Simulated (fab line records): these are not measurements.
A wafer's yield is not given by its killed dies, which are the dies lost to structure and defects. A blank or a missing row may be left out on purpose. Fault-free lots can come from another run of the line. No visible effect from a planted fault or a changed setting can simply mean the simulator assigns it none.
Split-lot trial + flow sky130 + 5 lots, 23 wafers read, on a route of 708 steps

## THE SPLIT ITSELF
At SKY_VT_ADJUST_NCORE_EXPOSE_04 (exposes mask LVTN COMPLEMENT THIN, target cd 380 nm), the setting dose mj was moved away from the recipe's 139 on 7 of the 23 wafers read, by -3.7% to -3.4%. For the rest of the wafers, this setting stayed at what the recipe calls for.

## FROM THE SPLIT TO THE READING: what the file shows between them, 2 steps
- SKY_VT_ADJUST_NCORE_PEB_05
- SKY_VT_ADJUST_NCORE_DEVELOP_06: develop time 60 s

## THE READING
Shown in nm: cd nm at SKY_VT_ADJUST_NCORE_CD_MEAS_07, with target cd 380 nm. Typical for fault-free wafers on this fab line: 379.5 nm, with standard deviation 2.9 nm.

| wafer  | tool, chamber at the split | dose mj as run | against the recipe | cd nm, nm | against lot-mates on the recipe |
|--------|----------------------------|----------------|--------------------|-----------|---------------------------------|
| L079.1 | iline stepper-01, 0        | 139            | recipe             | 376.4     | -                               |
| L079.2 | iline stepper-01, 0        | 139            | recipe             | 377.2     | -                               |
| L079.3 | iline stepper-01, 0        | 139            | recipe             | 377.5     | -                               |
| L079.4 | iline stepper-01, 0        | 139            | recipe             | 378.4     | -                               |
| L079.6 | iline stepper-01, 0        | 139            | recipe             | 375.5     | -                               |
| L080.1 | iline stepper-01, 0        | 139            | recipe             | 378.1     | -                               |
| L080.2 | iline stepper-01, 0        | 139            | recipe             | 380.9     | -                               |
| L080.4 | iline stepper-01, 0        | 134.3          | -3.4%              | 370.1     | -9.4                            |
| L080.5 | iline stepper-01, 0        | 134.3          | -3.4%              | 370.0     | -9.5                            |
| L080.6 | iline stepper-01, 0        | 134.3          | -3.4%              | 368.3     | -11.2                           |
| L081.1 | iline stepper-02, 0        | 139            | recipe             | 382.5     | -                               |
| L081.2 | iline stepper-02, 0        | 139            | recipe             | 381.1     | -                               |
| L081.3 | iline stepper-02, 0        | 139            | recipe             | 380.1     | -                               |
| L084.2 | iline stepper-02, 0        | 134            | -3.6%              | 369.4     | -9.5                            |
| L084.3 | iline stepper-02, 0        | 139            | recipe             | 380.0     | -                               |
| L084.4 | iline stepper-02, 0        | 139            | recipe             | 378.9     | -                               |
| L084.5 | iline stepper-02, 0        | 134            | -3.6%              | 368.2     | -10.7                           |
| L084.6 | iline stepper-02, 0        | 139            | recipe             | 377.9     | -                               |
| L085.1 | iline stepper-02, 0        | 139            | recipe             | 385.2     | -                               |
| L085.2 | iline stepper-02, 0        | 139            | recipe             | 383.7     | -                               |
| L085.3 | iline stepper-02, 0        | 133.9          | -3.7%              | 375.8     | -7.8                            |
| L085.5 | iline stepper-02, 0        | 139            | recipe             | 381.8     | -                               |
| L085.6 | iline stepper-02, 0        | 133.9          | -3.7%              | 376.5     | -7.1                            |

FIT RESULTS
A straight line over all 23 wafers: cd nm changes by +2.38 nm for each +1% of dose mj; r = +0.80; the points scatter about the line by 3 nm.
The same after taking each lot's own level away (the mean of its wafers on the recipe; 23 wafers): +2.63 nm for each +1%; r = +0.96; scatter 1.3 nm.
According to that fit, moving dose mj by its largest amount changes the reading by 9.6 nm.
Measured against the standard deviation above, the lots' own levels, which go from 377.00 to 383.57 nm, span 2.3 times it.
The two slopes are in agreement: the lot-to-lot level therefore moves the slope only a little.
Check: with one of the wafers moved furthest among these (-3.7%) left out of the fit, the line predicts -9.99 nm for it against its lot-mates. It came out at -7.77 nm against them.

## FURTHER SPLITS ON THESE WAFERS
Other splits were also applied to these wafers ahead of the reading. Each is held against what the fit with the lots' levels taken away leaves over:
| other split on the same wafers           | wafers away from the commonest value | r with cd nm (lot level and that fit taken away) |
|------------------------------------------|--------------------------------------|--------------------------------------------------|
| SKY_FIELD_ISO_OXIDATION_01 temp c        | 15                                   | -0.13                                            |
| SKY_FIELD_ISO_EXPOSE_10 dose mj          | 10                                   | -0.22                                            |
| SKY_NWELL_OXIDATION_01 temp c            | 15                                   | -0.03                                            |
| SKY_PWDE_COAT_02 resist thk nm           | 8                                    | -0.10                                            |
| SKY_NWELL_COAT_05 resist thk nm          | 6                                    | -0.12                                            |
| SKY_NWELL_IMPLANT_11 energy kev          | 4                                    | -0.59                                            |
| SKY_NWELL_IMPLANT_24 dose cm2            | 11                                   | +0.10                                            |
| SKY_VT_ADJUST_LVTN_STRIP_09 o2 flow sccm | 5                                    | -0.14                                            |

## FILE'S OWN FIT
cd nm changes by +2.57 nm for each +1% of dose mj, r = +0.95.
